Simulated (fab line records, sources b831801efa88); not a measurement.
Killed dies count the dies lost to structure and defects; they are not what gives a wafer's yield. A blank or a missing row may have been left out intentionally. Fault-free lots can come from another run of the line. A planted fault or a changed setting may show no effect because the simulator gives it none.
A single fault, viewed from 2 desks + flow gf180mcu + each desk holds nothing but its own numbers, with what lay behind them at the end

FOR THE TOOL OWNER'S DESK: ilineStepper-01
The tool's own readings at GF_PASSIVATION_EXPOSE_08 (exposes mask Pad, target cd 40000 nm): means of the sampled wafers that have a number, for each lot that ran on this tool. The brackets show how far a lot's mean lies from the usual mean; more than 4 standard deviations puts the lot out of limits, marked OUT.
Columns: A = focusOffsetNm at GF_PASSIVATION_EXPOSE_08, usual 0.0 nm
| lot  | first seen here | A    |
|------|-----------------|------|
| L504 | day 32 13:11    | -0.2 |
| L509 | day 33 16:35    | 0.5  |
| L510 | day 34 04:47    | 0.5  |
This desk's verdict: no lot among the 3 shows anything out of limits.

THE METROLOGY DESK
Lot by lot, what the gauges showed, no matter which tool ran the lot: averages of those sampled wafers that carry a number. The brackets show how far a lot's mean lies from the usual mean; more than 4 standard deviations puts the lot out of limits, marked OUT.
Columns: A = PASSIVATION_CVD_00_THK at GF_PASSIVATION_THK_MEAS_01, usual 1001 nm; B = PASSIVATION_CVD_02_THK at GF_PASSIVATION_THK_MEAS_03, usual 703 nm
| lot  | first seen here | A    | B   |
|------|-----------------|------|-----|
| L498 | day 30 11:11    | 1023 | 695 |
| L504 | day 32 05:10    | 1004 | 706 |
| L509 | day 33 08:22    | 1003 | 705 |
| L510 | day 33 20:52    | 1001 | 692 |
| L511 | day 33 21:43    | 1004 | 713 |
| L513 | day 34 09:24    | 1001 | 707 |
This desk's verdict: no lot among the 6 shows anything out of limits.

BROUGHT TOGETHER
The desk of the tool owner found nothing out of limits.
The metrology desk saw nothing out of limits.

WHAT THE SIMULATOR PUT IN
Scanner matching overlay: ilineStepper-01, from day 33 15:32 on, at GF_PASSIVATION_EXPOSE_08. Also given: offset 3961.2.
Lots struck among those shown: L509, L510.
